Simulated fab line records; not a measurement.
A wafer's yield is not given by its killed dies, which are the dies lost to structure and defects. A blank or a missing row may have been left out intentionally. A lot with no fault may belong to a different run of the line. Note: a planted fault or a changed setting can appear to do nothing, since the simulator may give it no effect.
Which of the tools did it? + flow sky130 + 42 wafers from 14 lots sampled at 4 of the route's 708 steps

== WHAT THE GAUGES READ, wafer by wafer ==
SKY_FIELD_ISO_THK_MEAS_02. Usual: FIELD_ISO_OXIDATION_00_THK typically reads 11.99 nm, with standard deviation 0.2.
| lot  | measured    | on            | FIELD_ISO_OXIDATION_00_THK (nm) | flag |
|------|-------------|---------------|---------------------------------|------|
| L523 | day 1 11:47 | film_metro-01 | 12.02 11.97 11.73               |      |
| L525 | day 1 23:09 | film_metro-03 | 12.16 12.07 12.39               |      |
| L527 | day 2 07:38 | film_metro-01 | 12.01 12.13 12.33               |      |
| L528 | day 2 13:08 | film_metro-03 | 12.12 12.20 12.19               |      |
| L529 | day 2 17:39 | film_metro-01 | 12.22 12.43 12.37               |      |
| L531 | day 3 03:42 | film_metro-03 | 12.33 12.25 12.38               |      |
| L532 | day 3 10:12 | film_metro-01 | 11.88 12.02 11.98               |      |
| L533 | day 3 13:38 | film_metro-03 | 12.02 12.19 12.10               |      |
| L534 | day 3 19:26 | film_metro-04 | 12.18 12.27 11.89               |      |
| L535 | day 3 23:50 | film_metro-03 | 11.91 12.02 12.10               |      |
| L536 | day 4 05:04 | film_metro-04 | 12.00 11.92 12.05               |      |
| L537 | day 4 09:44 | film_metro-04 | 11.98 12.10 11.89               |      |
| L545 | day 6 02:53 | film_metro-01 | 12.04 11.96 11.74               |      |
| L546 | day 6 08:52 | film_metro-01 | 12.12 12.09 12.15               |      |

SKY_PWDE_OVL_MEAS_07. Usual: PWDE_OVL typically reads 1.2 nm, with standard deviation 1.3.
| lot  | measured    | on         | PWDE_OVL (nm) | flag |
|------|-------------|------------|---------------|------|
| L523 | day 3 21:26 | overlay-01 | 0.0 1.6 2.1   |      |
| L525 | day 4 08:59 | overlay-02 | 1.7 2.4 0.5   |      |
| L527 | day 4 17:08 | overlay-01 | 0.9 -1.5 -0.8 |      |
| L528 | day 5 01:01 | overlay-02 | -0.6 2.4 2.2  |      |
| L529 | day 5 05:35 | overlay-02 | 1.3 1.0 0.9   |      |
| L531 | day 5 14:07 | overlay-01 | -0.1 -0.6 2.3 |      |
| L532 | day 5 22:02 | overlay-02 | 1.9 0.9 3.0   |      |
| L533 | day 6 02:46 | overlay-02 | 4.4 1.7 2.8   |      |
| L534 | day 6 10:08 | overlay-02 | 4.4 2.6 2.8   |      |
| L535 | day 6 14:38 | overlay-01 | -0.1 0.3 0.7  |      |
| L536 | day 6 20:07 | overlay-02 | 3.9 3.2 1.6   |      |
| L537 | day 7 02:38 | overlay-01 | 0.8 -0.7 -0.3 |      |
| L545 | day 9 02:47 | overlay-01 | -0.8 1.1 0.4  |      |
| L546 | day 9 07:35 | overlay-02 | 1.3 1.0 1.3   |      |

SKY_PWDE_TW_MEAS_10. Usual: PWDE_TW typically reads 370.7, with standard deviation 2.3.
| lot  | measured    | on            | PWDE_TW           | flag |
|------|-------------|---------------|-------------------|------|
| L523 | day 3 21:43 | film_metro-03 | 364.8 368.1 367.4 |      |
| L525 | day 4 09:16 | film_metro-02 | 370.5 370.6 371.3 |      |
| L527 | day 4 17:25 | film_metro-01 | 373.8 374.7 372.7 |      |
| L528 | day 5 01:19 | film_metro-03 | 369.5 370.8 370.1 |      |
| L529 | day 5 05:53 | film_metro-01 | 373.0 373.2 374.3 |      |
| L531 | day 5 14:25 | film_metro-01 | 373.7 372.2 374.0 |      |
| L532 | day 5 22:19 | film_metro-01 | 375.9 372.5 374.2 |      |
| L533 | day 6 03:04 | film_metro-02 | 372.5 370.4 369.6 |      |
| L534 | day 6 10:25 | film_metro-01 | 372.9 372.2 370.3 |      |
| L535 | day 6 14:55 | film_metro-02 | 368.3 370.1 369.5 |      |
| L536 | day 6 20:25 | film_metro-01 | 371.6 369.7 371.0 |      |
| L537 | day 7 02:55 | film_metro-03 | 371.1 372.7 369.6 |      |
| L545 | day 9 03:05 | film_metro-01 | 368.8 369.8 371.2 |      |
| L546 | day 9 07:53 | film_metro-01 | 371.0 369.8 371.5 |      |

== WHAT TOOL EACH LOT RAN ON (gives the tool, then ch and the chambers of the sampled wafers, and finally the start) ==
| lot  | SKY_FIELD_ISO_CMP_27         |
|------|------------------------------|
| L523 | cmp-01 ch 1,2, day 2 09:08   |
| L525 | cmp-02 ch 0,2,3, day 2 20:36 |
| L527 | cmp-02 ch 0,2,3, day 3 05:15 |
| L528 | cmp-01 ch 0,3, day 3 12:59   |
| L529 | cmp-01 ch 0,2,3, day 3 16:46 |
| L531 | cmp-01 ch 0,1, day 4 01:59   |
| L532 | cmp-01 ch 1,2, day 4 09:22   |
| L533 | cmp-01 ch 0,1,2, day 4 12:12 |
| L534 | cmp-02 ch 1,2, day 4 19:02   |
| L535 | cmp-02 ch 0,1,3, day 4 22:33 |
| L536 | cmp-01 ch 0,1, day 5 04:37   |
| L537 | cmp-01 ch 1,3, day 5 10:20   |
| L545 | cmp-01 ch 0,2,3, day 7 06:41 |
| L546 | cmp-01 ch 0,3, day 7 10:47   |
- SKY_FIELD_ISO_CMP_27: polishes, stops on Si3N4, t overpolish 16 s, target thk 457.8 nm.

== AS READ BY THE TOOLS THEMSELVES (means over the sampled wafers that have a number; for cases with no such wafer, the mark the record gives instead) ==
SKY_FIELD_ISO_CMP_27. Usual: motor_current_A 11.0 A, standard deviation 1; overpolish_run_s 16.001 s, standard deviation 0.0082; time_to_endpoint_s 110 s, standard deviation 4.5.
| lot  | tool   | motor_current_A (A) | overpolish_run_s (s) | time_to_endpoint_s (s) | flag |
|------|--------|---------------------|----------------------|------------------------|------|
| L523 | cmp-01 | 12.4                | 15.993               | 111                    |      |
| L525 | cmp-02 | 10.1                | 16.005               | 115                    |      |
| L527 | cmp-02 | 10.6                | 16.000               | 118                    |      |
| L528 | cmp-01 | 11.0                | 15.996               | 111                    |      |
| L529 | cmp-01 | 11.0                | 16.003               | 106                    |      |
| L531 | cmp-01 | 11.0                | 16.001               | 112                    |      |
| L532 | cmp-01 | 12.0                | 16.002               | 108                    |      |
| L533 | cmp-01 | 11.2                | 15.999               | 110                    |      |
| L534 | cmp-02 | 10.5                | 15.997               | 115                    |      |
| L535 | cmp-02 | 11.1                | 16.002               | 105                    |      |
| L536 | cmp-01 | 11.1                | 16.000               | 113                    |      |
| L537 | cmp-01 | 11.4                | 16.001               | 108                    |      |
| L545 | cmp-01 | 10.8                | 16.003               | 142                    | OFF  |
| L546 | cmp-01 | 10.7                | 16.000               | 149                    | OFF  |

== THE ANSWER, worked out from the rows above alone ==
Rule: take the mean of a lot's wafers that have a number; if it is more than 3 standard deviations from the usual mean, the lot is off. A lot without any number at a reading at which 4 lots or more have one is off too. Any other lot the step has rows for is counted as sound. First the gauges in route order, then the tools' own readings, where a lot's mean is used as printed above. The first step at which some lot is off is used, and at that step the reading that is off furthest; a lot without a number counts as furthest.
Off, at SKY_FIELD_ISO_CMP_27 on time_to_endpoint_s: L545, L546.
A tool fits if, at that step or a process step before it, it ran every lot that is off, and no sound lot after the first of them. One candidate fits, namely cmp-01 at SKY_FIELD_ISO_CMP_27. Its last sound lot is L537 (day 5 10:20), its first lot that is off L545 (day 7 06:41): a fault that began between those two fits.
The tool's own readings at SKY_FIELD_ISO_CMP_27 bear it out: on the lots that are off they differ by more than 5 times the standard deviation of the sound lots' means. time_to_endpoint_s reads 146 s there against 111 s on the sound lots.

== WHAT THE SIMULATOR HAD PUT IN ==
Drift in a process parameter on cmp-01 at SKY_FIELD_ISO_CMP_27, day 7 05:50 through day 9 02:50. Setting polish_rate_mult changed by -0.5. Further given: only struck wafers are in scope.
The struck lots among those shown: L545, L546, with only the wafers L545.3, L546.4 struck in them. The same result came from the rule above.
